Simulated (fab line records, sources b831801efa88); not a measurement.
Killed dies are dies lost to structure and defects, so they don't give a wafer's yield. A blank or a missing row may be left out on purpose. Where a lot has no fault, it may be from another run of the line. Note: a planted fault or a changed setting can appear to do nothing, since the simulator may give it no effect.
Which tool was responsible?    flow sky130    14 lots with 42 wafers sampled at 3 steps, on a route of 708 steps

WHAT EACH GAUGE READ, for each wafer
SKY_LDD_N_TW_MEAS_17.
lot   measured      on             LDD_N_TW
L851  day 17 05:07  film-metro-01  2556 2576 2585
L852  day 17 13:29  film-metro-01  2580 2583 2567
L853  day 18 05:26  film-metro-01  2678 2665 2674
L854  day 18 13:25  film-metro-04  2594 2595 2618
L855  day 18 23:16  film-metro-02  2537 2546 2529
L856  day 19 05:32  film-metro-01  2579 2585 2580
L857  day 19 21:14  film-metro-02  2637 2647 2635
L862  day 22 13:23  film-metro-01  2561 2559 2559
L863  day 22 13:59  film-metro-04  2618 2627 2621
L868  day 24 07:10  film-metro-01  2552 2568 2545
L869  day 24 16:59  film-metro-01  2557 2553 2564
L871  day 25 04:02  film-metro-01  2571 2563 2581
L873  day 25 16:39  film-metro-01  2559 2567 2559
L874  day 25 19:41  film-metro-02  2542 2537 2553

WHAT TOOL EACH LOT RAN ON (gives the tool, then ch and the chambers of the sampled wafers, and finally the start)
lot   SKY_LDD_N_IMPLANT_09             SKY_LDD_N_STRIP_16
L851  implanter-03 ch 0, day 17 04:01  plasma-asher-01 ch 0,1, day 17 05:01
L852  implanter-03 ch 0, day 17 12:22  plasma-asher-04 ch 0,1, day 17 13:23
L853  implanter-01 ch 0, day 18 04:00  plasma-asher-04 ch 0,1, day 18 05:21
L854  implanter-04 ch 0, day 18 12:18  plasma-asher-01 ch 0,1, day 18 13:20
L855  implanter-03 ch 0, day 18 22:08  plasma-asher-03 ch 1, day 18 23:10
L856  implanter-04 ch 0, day 19 04:23  plasma-asher-04 ch 0,1, day 19 05:26
L857  implanter-04 ch 0, day 19 19:46  plasma-asher-03 ch 0,1, day 19 21:08
L862  implanter-04 ch 0, day 22 12:15  plasma-asher-03 ch 0,1, day 22 13:18
L863  implanter-01 ch 0, day 22 12:51  plasma-asher-04 ch 0, day 22 13:54
L868  implanter-01 ch 0, day 24 06:01  plasma-asher-04 ch 0,1, day 24 07:04
L869  implanter-04 ch 0, day 24 15:52  plasma-asher-03 ch 0,1, day 24 16:53
L871  implanter-04 ch 0, day 25 02:53  plasma-asher-01 ch 0,1, day 25 03:56
L873  implanter-01 ch 0, day 25 15:31  plasma-asher-04 ch 1, day 25 16:32
L874  implanter-04 ch 0, day 25 18:32  plasma-asher-01 ch 0,1, day 25 19:35
- SKY_LDD_N_IMPLANT_09
- SKY_LDD_N_STRIP_16: strips in O2/N2.

WHAT THE TOOLS THEMSELVES READ (means of the sampled wafers that have a number; where no wafer has one, the mark that the record gives instead)
SKY_LDD_N_IMPLANT_09.
lot   tool          end-station-pressure-torr (Torr)
L851  implanter-03  5.47e-06
L852  implanter-03  5.14e-06
L853  implanter-01  5.30e-06
L854  implanter-04  5.36e-06
L855  implanter-03  4.90e-06
L856  implanter-04  5.44e-06
L857  implanter-04  5.35e-06
L862  implanter-04  5.57e-06
L863  implanter-01  5.12e-06
L868  implanter-01  5.52e-06
L869  implanter-04  5.39e-06
L871  implanter-04  5.34e-06
L873  implanter-01  5.22e-06
L874  implanter-04  5.40e-06

SKY_LDD_N_STRIP_16.
lot   tool             drypump-motor-current-A (A)  oes-product-au (a.u.)  strip-time-to-endpoint-s (s)
L851  plasma-asher-01  5.8                          0.406                  4.310
L852  plasma-asher-04  5.6                          0.407                  4.293
L853  plasma-asher-04  5.9                          0.402                  4.512
L854  plasma-asher-01  5.8                          0.403                  4.310
L855  plasma-asher-03  6.7                          0.408                  4.299
L856  plasma-asher-04  5.6                          0.406                  4.305
L857  plasma-asher-03  6.7                          0.406                  4.516
L862  plasma-asher-03  6.7                          0.409                  4.311
L863  plasma-asher-04  6.1                          0.405                  4.302
L868  plasma-asher-04  5.9                          0.404                  4.312
L869  plasma-asher-03  6.7                          0.401                  4.295
L871  plasma-asher-01  5.9                          0.403                  4.321
L873  plasma-asher-04  5.4                          0.404                  4.316
L874  plasma-asher-01  5.9                          0.407                  4.298

THE ANSWER, worked out from the rows above alone
Rule: the usual values come from the lots themselves. Put in order of their means at a reading, lots are off if they are a third of the lots or fewer, leave a main group of 4 or more, and stand apart from it by a gap of 3 or more times the standard deviation of the main group's means; of several such gaps the widest counts. A main group is skipped when, at the precision printed for the reading in the tables above, its means are all equal. A lot without any number at a reading at which 4 lots or more have one is off too. All remaining lots with rows at the step are treated as sound. First the gauges in route order, then the tools' own readings, where a lot's mean is used as printed above. The first step at which some lot is off is used, and at that step the reading that is off furthest; a lot without a number counts as furthest.
Off: L853, L857 (SKY_LDD_N_STRIP_16, strip-time-to-endpoint-s). For the main group the mean is 4.306 s and the standard deviation 0.0084.
If a tool, at that step or one of the process steps before it, ran each lot that is off and ran no sound lot following the first of them, it fits. None of those tried fits.

WHAT THE SIMULATOR PUT IN
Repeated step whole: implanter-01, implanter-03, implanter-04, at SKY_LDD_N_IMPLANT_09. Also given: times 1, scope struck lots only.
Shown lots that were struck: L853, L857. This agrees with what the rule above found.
